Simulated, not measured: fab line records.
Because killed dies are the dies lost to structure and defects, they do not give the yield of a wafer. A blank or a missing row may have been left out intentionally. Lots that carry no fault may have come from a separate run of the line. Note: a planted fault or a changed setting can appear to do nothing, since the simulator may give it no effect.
fab line records    flow sky130    part 2 of 2: steps 34 to 45 of 45
record: lots: 5  wafers: 15  last-day: 50
route steps=708 shown VT_ADJUST_LVTN@117 VT_ADJUST_NCORE@119 VT_ADJUST_HVTR@131 VT_ADJUST_PCH@143 SONOS_TUNNEL@154
lots with no fault: from the same line, run without faults
start-h: hours from the record's opening day to when the first of the lot's shown wafers began    wait-h: hours elapsed since this lot's preceding step    " identical to the entry in the row above    L1.1+2: one row covering several wafers at once    - no value present, or no start provided    * or withheld: withheld    < > ~ a bound
route shown NAME@n: NAME is a module with steps in the file, n the number in the route of the first one    usual: mean/standard deviation taken from wafers without a fault    same: alike in all rows    chamber/n: place in a boat    sites: per-site readings    _std_site: the standard deviation of these    _edge_site: inner sites' mean taken away from outer sites' mean    radius-mm: how far each site lies from the wafer's centre    mask NAME#n: copy n    behind: the tool/chamber that last shaped the wafer    hold: cause of the lot's hold/its duration in hours/its outcome    device: transistor that didn't switch, given as n, p or np    end of line: tests of these same wafers at the route's end    step lacking rows: just its recipe    killed: dies that structure and defects cost at the first sort, which is not the same as the wafer's yield    map: the dies of a wafer, with x for killed, . for not killed, _ for no die there
set.NAME: the setting that was run; set.NAME@STEP: the one run at that earlier step    model.NAME: the simulator's own value behind a step, which no gauge read
lots at selected steps of the route; one table per step, one row per wafer
services: a tool's chamber out of use, with start hour (start-h, from the record's first day; less than 0 if before it), hours out, and reason
== steps ==
step: SKY_VT_ADJUST_PCH_OVL_MEAS_07
usual: VT_ADJUST_PCH_OVL: -0.2/1.5
lot.wafer  tool        chamber  start-h  wait-h  VT_ADJUST_PCH_OVL[nm]
L084.3     overlay-01  -        297.14   -       1.3
L084.4     "           -        "        "       -0.6
L084.5     "           -        "        "       2.6
L085.1     overlay-02  -        307.73   -       -0.8
L085.4     "           -        "        "       -1.2
L085.6     "           -        "        "       -1.0
L092.1     overlay-01  -        373.71   -       -1.4
L092.5     "           -        "        "       -2.0
L092.6     "           -        "        "       -2.1
L093.3     overlay-02  -        374.74   -       -1.2
L093.4     "           -        "        "       0.4
L093.6     "           -        "        "       0.2
L097.1     overlay-02  -        405.46   -       2.4
L097.2     "           -        "        "       2.9
L097.3     "           -        "        "       2.6
step: SKY_VT_ADJUST_PCH_IMPLANT_08
recipe: species: B  energy-kev: 10  dose-cm2: 5e+11  tilt-deg: withheld
usual: beam-energy-keV: 9.9998/0.0029
lot.wafer  tool          chamber  start-h  wait-h  beam-energy-keV
L084.3     implanter-03  0        297.22   0.1     9.9984
L084.4     "             0        "        "       9.9998
L084.5     "             0        "        "       10.002
L085.1     implanter-01  0        307.77   0.0     9.9942
L085.4     "             0        "        "       9.9961
L085.6     "             0        "        "       9.9921
L092.1     implanter-01  0        373.75   0.0     10.008
L092.5     "             0        "        "       10.003
L092.6     "             0        "        "       9.9999
L093.3     implanter-03  0        374.82   0.1     9.9987
L093.4     "             0        "        "       10.000
L093.6     "             0        "        "       10.004
L097.1     implanter-01  0        405.50   0.0     9.9965
L097.2     "             0        "        "       9.9987
L097.3     "             0        "        "       9.9987
step: SKY_VT_ADJUST_PCH_STRIP_09
recipe: chemistry: O2/N2  power-w: 1400  pressure-mtorr: 1500  platen-temp-c: withheld  o2-flow-sccm: 3000  n2-flow-sccm: 300  overash-fraction: 0.5
usual: drypump-motor-current-A: 5.6/0.32  n2-flow-sccm: 300.0/1.1  o2-flow-sccm: 3000/8  oes-product-au: 0.722/0.0044  strip-time-to-endpoint-s: 36.95/0.1
lot.wafer  tool             chamber  start-h  wait-h  drypump-motor-current-A  n2-flow-sccm  o2-flow-sccm  oes-product-au  rf-hours-counter-h  strip-time-to-endpoint-s
L084.3     plasma-asher-04  0        297.35   0.1     6.0                      298.9         2984          0.725           -                   36.97
L084.4     "                1        "        "       5.5                      300.9         3000          0.723           -                   36.83
L084.5     "                0        "        "       6.0                      300.3         3001          0.714           -                   36.93
L085.1     plasma-asher-04  1        307.92   0.1     5.5                      300.3         2999          0.724           58                  36.93
L085.4     "                1        "        "       5.5                      299.6         3004          0.727           -                   36.96
L085.6     "                1        "        "       5.5                      299.6         2997          0.721           -                   36.91
L092.1     plasma-asher-03  0        373.90   0.1     5.0                      300.3         3007          0.716           54                  36.93
L092.5     "                0        "        "       5.0                      300.5         3004          0.714           -                   36.79
L092.6     "                1        "        "       5.1                      299.3         3003          0.713           -                   36.82
L093.3     plasma-asher-03  1        374.95   0.1     5.1                      299.1         2990          0.727           -                   36.87
L093.4     "                0        "        "       5.0                      300.1         2989          0.723           -                   37.01
L093.6     "                0        "        "       5.0                      300.9         2976          0.719           -                   36.76
L097.1     plasma-asher-01  0        405.65   0.1     5.5                      300.7         3001          0.723           73                  37.00
L097.2     "                1        "        "       5.8                      300.7         3000          0.721           73                  36.93
L097.3     "                1        "        "       5.8                      300.5         2993          0.725           -                   36.91
step: SKY_VT_ADJUST_PCH_TW_MEAS_10
usual: VT_ADJUST_PCH_TW: 141.7/0.83
lot.wafer  tool           chamber  start-h  wait-h  VT_ADJUST_PCH_TW
L084.3     film-metro-01  -        297.44   0.1     142.5
L084.4     "              -        "        "       142.2
L084.5     "              -        "        "       142.9
L085.1     film-metro-04  -        308.02   0.1     142.2
L085.4     "              -        "        "       141.7
L085.6     "              -        "        "       141.3
L092.1     film-metro-04  -        374.00   0.1     142.1
L092.5     "              -        "        "       142.1
L092.6     "              -        "        "       142.2
L093.3     film-metro-01  -        375.04   0.1     142.9
L093.4     "              -        "        "       142.9
L093.6     "              -        "        "       141.2
L097.1     film-metro-02  -        405.75   0.1     141.3
L097.2     "              -        "        "       140.1
L097.3     "              -        "        "       140.5
step: SKY_SONOS_TUNNEL_DEHYDRATE_00
recipe: temp-c: 200  time-s: 60
same: time-s: 60
lot.wafer   tool            chamber  start-h  wait-h
L084.3+4+5  litho-track-03  0        309.81   12.4
L085.1+4+6  litho-track-01  0        320.02   12.0
L092.1+5+6  litho-track-02  0        387.23   13.2
L093.3+4+6  litho-track-02  0        388.48   13.4
L097.1+2+3  litho-track-02  0        420.23   14.5
step: SKY_SONOS_TUNNEL_HMDS_01
recipe: prime-time-s: 60  prime-temp-c: 120
lot.wafer   tool            chamber  start-h  wait-h
L084.3+4+5  litho-track-03  0        309.96   0.1
L085.1+4+6  litho-track-01  0        320.17   0.1
L092.1+5+6  litho-track-02  0        387.38   0.1
L093.3+4+6  litho-track-02  0        388.63   0.1
L097.1+2+3  litho-track-02  0        420.38   0.1
step: SKY_SONOS_TUNNEL_COAT_02
recipe: resist: NOVOLAK  spin-rpm: 3000  resist-thk-nm: 1140
lot.wafer   tool            chamber  start-h  wait-h
L084.3+4+5  litho-track-03  0        310.11   0.1
L085.1+4+6  litho-track-01  0        320.32   0.1
L092.1+5+6  litho-track-02  0        387.53   0.1
L093.3+4+6  litho-track-02  0        388.78   0.1
L097.1+2+3  litho-track-02  0        420.53   0.1
step: SKY_SONOS_TUNNEL_SOFTBAKE_03
recipe: temp-c: 90  time-s: 60  resist: NOVOLAK
same: time-s: 60
lot.wafer   tool            chamber  start-h  wait-h
L084.3+4+5  litho-track-03  0        310.26   0.1
L085.1+4+6  litho-track-01  0        320.47   0.1
L092.1+5+6  litho-track-02  0        387.68   0.1
L093.3+4+6  litho-track-02  0        388.93   0.1
L097.1+2+3  litho-track-02  0        420.68   0.1
step: SKY_SONOS_TUNNEL_EXPOSE_04
recipe: mask-id: TUNM  na: 0.6  source-shape: conventional  sigma-outer: 0.6  polarization: unpolarized  target-cd-nm: 410  dose-mj: 136
lot.wafer   tool              chamber  start-h  wait-h  mask
L084.3+4+5  iline-stepper-02  0        -        -       TUNM#0
L085.1+4+6  iline-stepper-02  0        -        -       TUNM#0
L092.1+5+6  iline-stepper-01  0        -        -       TUNM#0
L093.3+4+6  iline-stepper-01  0        -        -       TUNM#0
L097.1+2+3  iline-stepper-01  0        -        -       TUNM#0
step: SKY_SONOS_TUNNEL_PEB_05
recipe: temp-c: withheld  time-s: *  resist: NOVOLAK
same: time-s: *
lot.wafer   tool            chamber  start-h  wait-h
L084.3+4+5  litho-track-02  0        -        -
L085.1+4+6  litho-track-02  0        -        -
L092.1+5+6  litho-track-01  0        -        -
L093.3+4+6  litho-track-03  0        -        -
L097.1+2+3  litho-track-01  0        -        -
step: SKY_SONOS_TUNNEL_DEVELOP_06
recipe: resist: NOVOLAK  developer: TMAH  develop-time-s: 60  dev-temp-c: 23
lot.wafer   tool            chamber  start-h  wait-h
L084.3+4+5  litho-track-02  0        322.53   0.1
L085.1+4+6  litho-track-02  0        334.43   0.1
L092.1+5+6  litho-track-01  0        402.02   0.1
L093.3+4+6  litho-track-03  0        403.31   0.1
L097.1+2+3  litho-track-01  0        435.87   0.1
step: SKY_SONOS_TUNNEL_CD_MEAS_07
recipe: target-cd-nm: 410
usual: cd-nm: 410.4/2.2
lot.wafer  tool       chamber  start-h  wait-h  cd-nm
L084.3     cd-sem-02  -        322.67   0.1     407.3
L084.4     "          -        "        "       407.9
L084.5     "          -        "        "       408.6
L085.1     cd-sem-01  -        334.58   0.1     411.9
L085.4     "          -        "        "       410.4
L085.6     "          -        "        "       411.4
L092.1     cd-sem-01  -        402.17   0.1     415.0
L092.5     "          -        "        "       413.0
L092.6     "          -        "        "       413.9
L093.3     cd-sem-02  -        403.45   0.1     411.0
L093.4     "          -        "        "       411.0
L093.6     "          -        "        "       412.7
L097.1     cd-sem-01  -        436.02   0.1     410.1
L097.2     "          -        "        "       410.1
L097.3     "          -        "        "       411.9
== services ==
tool              chamber  start-h  hours  kind
iline-stepper-02  -        203.75   1.7    pm
implanter-03      -        212.18   4.6    pm
implanter-03      -        223.00   14.1   repair
plasma-asher-01   -        229.29   2.8    pm
plasma-asher-04   -        232.29   2.2    repair
plasma-asher-04   -        240.67   14.6   pm
implanter-01      -        246.20   1.2    repair
plasma-asher-01   -        261.39   3.1    repair
iline-stepper-01  -        270.71   1.2    repair
plasma-asher-02   -        276.58   3.1    repair
iline-stepper-01  -        314.25   4.0    repair
plasma-asher-01   -        337.55   14.6   pm
iline-stepper-01  -        347.88   2.3    repair
iline-stepper-01  -        357.10   1.7    pm
plasma-asher-03   -        378.58   1.8    repair
plasma-asher-04   -        389.09   1.9    repair
implanter-01      -        391.03   5.3    pm
plasma-asher-02   -        397.98   3.5    repair
plasma-asher-04   -        402.08   1.4    repair
plasma-asher-04   -        410.55   0.3    repair
plasma-asher-02   -        413.53   0.6    repair
plasma-asher-01   -        421.25   9.0    pm
iline-stepper-02  -        421.93   1.7    pm
plasma-asher-04   -        424.81   11.2   repair
